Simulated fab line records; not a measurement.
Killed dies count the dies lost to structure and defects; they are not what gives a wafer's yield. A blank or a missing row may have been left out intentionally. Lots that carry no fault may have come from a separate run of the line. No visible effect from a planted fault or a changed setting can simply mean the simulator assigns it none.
Struck lot and sound lot, side by side | flow sky130 | 18 out of 708 route steps
Sound: wafers L697.1, L697.4, L697.5. Struck: wafers L704.3, L704.4, L704.5. The cause is named last.
At each step with rows: each side's tool, then ch and its chambers, then its first start. Under that, the readings that differ: sound wafers | struck wafers | difference of the means | sigmas: that difference in standard deviations of wafers without a fault.
alike: readings whose means differ by less than 2 such deviations, and words and numbers that are the same on both sides. not compared: withheld readings, readings that some wafer has no value for, bounds like >300 that may hide the same value, and numbers for which the record gives no deviation and whose values overlap.
A row with sigmas, a row that says differs or no value, or rows on one side alone: a step with any of these is where the two part. Non-overlapping numbers with no deviation appear without sigmas and do not part them. A reading missing from all wafers of one side parts the sides only when that side holds two or more wafers.

first, 3 steps without rows for these wafers: SKY_RES_PROTECT_PEB_05; SKY_RES_PROTECT_DEVELOP_06 (develop time 60 s); SKY_POLY_GATE_IMPLANT_02.
SKY_RES_PROTECT_STRIP_07: strips in O2/N2.
  sound on plasmaAsher-03 ch 0,1, day 15 14:38; struck on plasmaAsher-01 ch 0,1, day 18 08:52
  alike: drypumpMotorCurrentA, oesProductAu, stripTimeToEndpointS
  not compared: rfHoursCounterH
SKY_RES_PROTECT_TW_MEAS_08:
  sound on filmMetro-03 at day 15 14:44; struck on filmMetro-03 at day 18 08:57
  alike: POLY_GATE_TW
then, 2 steps without rows for these wafers: SKY_RES_PROTECT_CLEAN_09 (cleans in SC1/SC2, time 150 s); SKY_POLY_GATE_CVD_03 (deposits Si3N4 from DCS/NH3, target thk 75 nm, time 1290 s).
SKY_POLY_GATE_THK_MEAS_04:
  sound on filmMetro-03 at day 15 20:01; struck on filmMetro-03 at day 18 11:49
  alike: POLY_GATE_CVD_03_THK
then, 4 steps without rows for these wafers: SKY_POLY_GATE_DEHYDRATE_05 (time 60 s); SKY_POLY_GATE_HMDS_06 (prime time 60 s); SKY_POLY_GATE_COAT_07 (resist thk 110 nm); SKY_POLY_GATE_COAT_08 (resist thk 450 nm).
SKY_POLY_GATE_SOFTBAKE_09: time 90 s.
  sound on lithoTrack-01 ch 0, day 16 10:00; struck on lithoTrack-01 ch 0, day 19 02:00
reading               | sound               | struck            | difference | sigmas
heaterPowerTotalW (W) | 57.28 57.26 57.38   | 53.49 53.46 53.50 | -3.82      | -35
plateTempC (C)        | 100.15 99.98 100.18 | 94.86 94.84 94.97 | -5.21      | -47
then, 2 steps without rows for these wafers: SKY_POLY_GATE_EXPOSE_10 (exposes mask P1M, target cd 150 nm); SKY_POLY_GATE_PEB_11.
SKY_POLY_GATE_DEVELOP_12: develop time 60 s.
  sound: lithoTrack-01 ch 0; struck: lithoTrack-01 ch 0
reading                                         | sound             | struck          | difference | sigmas
model.KrF-thick_of_POLY_GATE_COAT_08.thkNm (nm) | 435.5 433.5 433.2 | 439.6 439.9 439 | +5.4       | 
SKY_POLY_GATE_CD_MEAS_13: target cd 150 nm.
  sound on cdSem-01 at day 17 00:37; struck on cdSem-01 at day 19 18:33
  alike: cdNm
SKY_PAD_OPEN_PROBE_99:
  the record has rows for the sound wafers here (prober-02, day 46 10:45) and none for the struck ones

WHERE THEY PART
First at SKY_POLY_GATE_SOFTBAKE_09; last, within this record, at SKY_PAD_OPEN_PROBE_99.

WHY: what the simulator had put in
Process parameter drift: lithoTrack-01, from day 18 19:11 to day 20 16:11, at SKY_POLY_GATE_SOFTBAKE_09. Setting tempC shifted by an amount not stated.
